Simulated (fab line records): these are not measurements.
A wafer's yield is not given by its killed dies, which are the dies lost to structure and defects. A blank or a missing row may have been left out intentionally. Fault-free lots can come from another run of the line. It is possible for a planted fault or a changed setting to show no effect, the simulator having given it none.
2 desks looking at one fault | flow sky130 | numbers are kept per desk, each desk with only its own; the story behind them comes last

## METROLOGY DESK
Lot by lot, what the gauges showed, no matter which tool ran the lot: averages of those sampled wafers that carry a number. Marked OUT: a lot whose mean sits more than 4 standard deviations from the usual mean, which makes it out of limits; the brackets give that distance.
Columns: A = SPACER_CVD_00_THK at SKY_SPACER_THK_MEAS_01, usual 43.2 nm; B = RES_XHIGH_TW at SKY_RES_XHIGH_TW_MEAS_09, usual 1638
lot  | first seen here | A    | B
L690 | day 23 19:24    | 42.9 | 1643
L691 | day 24 10:24    | 43.8 | 1636
L694 | day 25 08:26    | 43.4 | 1643
L696 | day 26 01:05    | 43.3 | 1634
L697 | day 26 09:05    | 42.9 | 1646
L698 | day 27 05:01    | 43.1 | 1648
L699 | day 27 11:00    | 43.1 | 1636
L701 | day 28 08:55    | 42.7 | 1652
L707 | day 30 11:52    | 43.0 | 1625
L709 | day 30 22:42    | 43.4 | 1650
L710 | day 31 00:38    | 43.0 | 1632
L712 | day 31 10:35    | 43.9 | 1637
L713 | day 31 19:32    | 43.5 | 1626
Result from this desk: across the 13 lots, nothing is out of limits.

## AT THE TOOL OWNER'S DESK: litho_track-01
The tool's own readings at SKY_LOCAL_INTERCONNECT_SOFTBAKE_07 (time 90 s): means of the sampled wafers that have a number, for each lot that ran on this tool. Marked OUT: a lot whose mean sits more than 4 standard deviations from the usual mean, which makes it out of limits; the brackets give that distance.
Columns: A = chill_plate_temp_C at SKY_LOCAL_INTERCONNECT_SOFTBAKE_07, usual 23.03 C; B = heater_power_total_W at SKY_LOCAL_INTERCONNECT_SOFTBAKE_07, usual 57.37 W; C = run_length_s at SKY_LOCAL_INTERCONNECT_SOFTBAKE_07, usual 119.24 s
lot  | first seen here | A     | B     | C
L694 | day 32 11:00    | 22.94 | 57.40 | 119.27
L696 | day 33 04:00    | 23.03 | 57.50 | 119.37
L697 | day 33 13:00    | 23.12 | 57.41 | 123.25 (+31) OUT
L698 | day 34 07:00    | 22.94 | 57.53 | 125.35 (+47) OUT
L701 | day 35 07:00    | 23.07 | 57.39 | 123.45 (+32) OUT
L709 | day 37 12:00    | 23.06 | 57.40 | 119.22
L713 | day 38 05:00    | 23.00 | 57.27 | 119.33
This desk's verdict: out of limits on L697, L698, L701, starting with L697 at day 33 13:00 (run_length_s at SKY_LOCAL_INTERCONNECT_SOFTBAKE_07). L694, L696, L709, L713: within limits.

## PUT TOGETHER
At day 33 13:00, on L697, L698, L701, the tool owner's desk was in a position to raise an alarm.
Metrology desk: nothing out of limits seen.
The metrology desk holds a record of L697, L698, L701, inside its limits.
All the named lots went through SKY_LOCAL_INTERCONNECT_SOFTBAKE_07 on litho_track-01.

## WHAT THE SIMULATOR PUT IN
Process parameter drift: litho_track-01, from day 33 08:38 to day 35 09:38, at SKY_LOCAL_INTERCONNECT_SOFTBAKE_07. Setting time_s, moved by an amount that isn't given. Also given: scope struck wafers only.
Struck lots among those shown: L697, L698, L701.
How many hours passed from the start of the fault until each desk's first out-of-limits reading: the tool owner's desk, 4.
